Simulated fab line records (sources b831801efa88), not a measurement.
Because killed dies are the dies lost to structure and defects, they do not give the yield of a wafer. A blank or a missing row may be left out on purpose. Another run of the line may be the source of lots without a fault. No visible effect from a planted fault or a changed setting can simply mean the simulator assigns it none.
One fault through the eyes of 2 desks    flow gf180mcu    each desk has only its own numbers; what lay behind them comes last

## THE METROLOGY DESK
What the gauges read, lot by lot, whatever tool the lot ran on: means of the sampled wafers that have a number. A lot is out of limits, marked OUT, if its mean lies more than 4 standard deviations from the usual mean; the brackets give that distance.
Columns: A = MVPSD_TW at GF_MVPSD_TW_MEAS_11, usual 551; B = MVPSD_RS at GF_VT_IMPLANT_RS_MEAS_49, usual 1167.3 ohm/sq; C = M1_ALCU_THK at GF_M1_THK_MEAS_06, usual 437 nm
lot   first seen here  A              B                 C
L646  day 5 00:08      552            1170.4            431
L647  day 5 06:44      552            1171.6            441
L648  day 5 12:37      553            1165.6            431
L650  day 5 23:46      552            1164.4            437
L652  day 6 11:37      548            1168.1            431
L653  day 6 16:43      548            1168.3            436
L656  day 7 12:11      599 (+11) OUT  1335.5 (+65) OUT  434
L657  day 7 18:08      608 (+13) OUT  1332.8 (+64) OUT  434
L659  day 8 05:43      602 (+12) OUT  1332.8 (+64) OUT  437
L666  day 10 02:28     546            1166.1            440
L668  day 10 14:08     549            1162.6            437
L669  day 10 17:22     562            1169.9            442
Per this desk, out of limits: L656, L657, L659; the first was L656, day 7 12:11 (MVPSD_TW at GF_MVPSD_TW_MEAS_11). Within limits: L646, L647, L648, L650, L652, L653, L666, L668, L669.

## AT THE TOOL OWNER'S DESK: implanter-01
GF_MVPSD_IMPLANT_08, tool's own readings: per-lot mean of the sampled wafers with a number, covering each lot this tool ran. A lot is out of limits, marked OUT, if its mean lies more than 4 standard deviations from the usual mean; the brackets give that distance.
Columns: A = end station pressure torr at GF_MVPSD_IMPLANT_08, usual 5.04e-06 Torr; B = tilt deg at GF_MVPSD_IMPLANT_08, usual 0.000 degrees
lot   first seen here  A         B
L646  day 4 23:44      5.13e-06  0.013
L647  day 5 06:20      4.89e-06  0.027
L648  day 5 12:13      5.07e-06  -0.001
L656  day 7 11:49      4.89e-06  3.883 (+99 or more) OUT
L657  day 7 17:46      5.08e-06  3.880 (+99 or more) OUT
L659  day 8 05:19      5.07e-06  3.889 (+99 or more) OUT
L668  day 10 13:45     5.13e-06  0.015
This desk's verdict: out of limits on L656, L657, L659, starting with L656 at day 7 11:49 (tilt deg at GF_MVPSD_IMPLANT_08). Within limits: L646, L647, L648, L668.

## PUT TOGETHER
The tool owner's desk had the chance to raise an alarm at day 7 11:49 on L656, L657, L659.
The metrology desk could have raised an alarm at day 7 12:11, on L656, L657, L659.
Every lot named ran GF_MVPSD_IMPLANT_08 on implanter-01.

## WHAT THE SIMULATOR HAD PUT IN
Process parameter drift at GF_MVPSD_IMPLANT_08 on implanter-01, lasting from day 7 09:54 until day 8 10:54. The setting tilt deg was moved by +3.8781, starting from 0. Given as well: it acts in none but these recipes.
Struck lots among those shown: L656, L657, L659.
Fault start to first reading out of limits, in hours, per desk: tool owner, 2; metrology, 2.
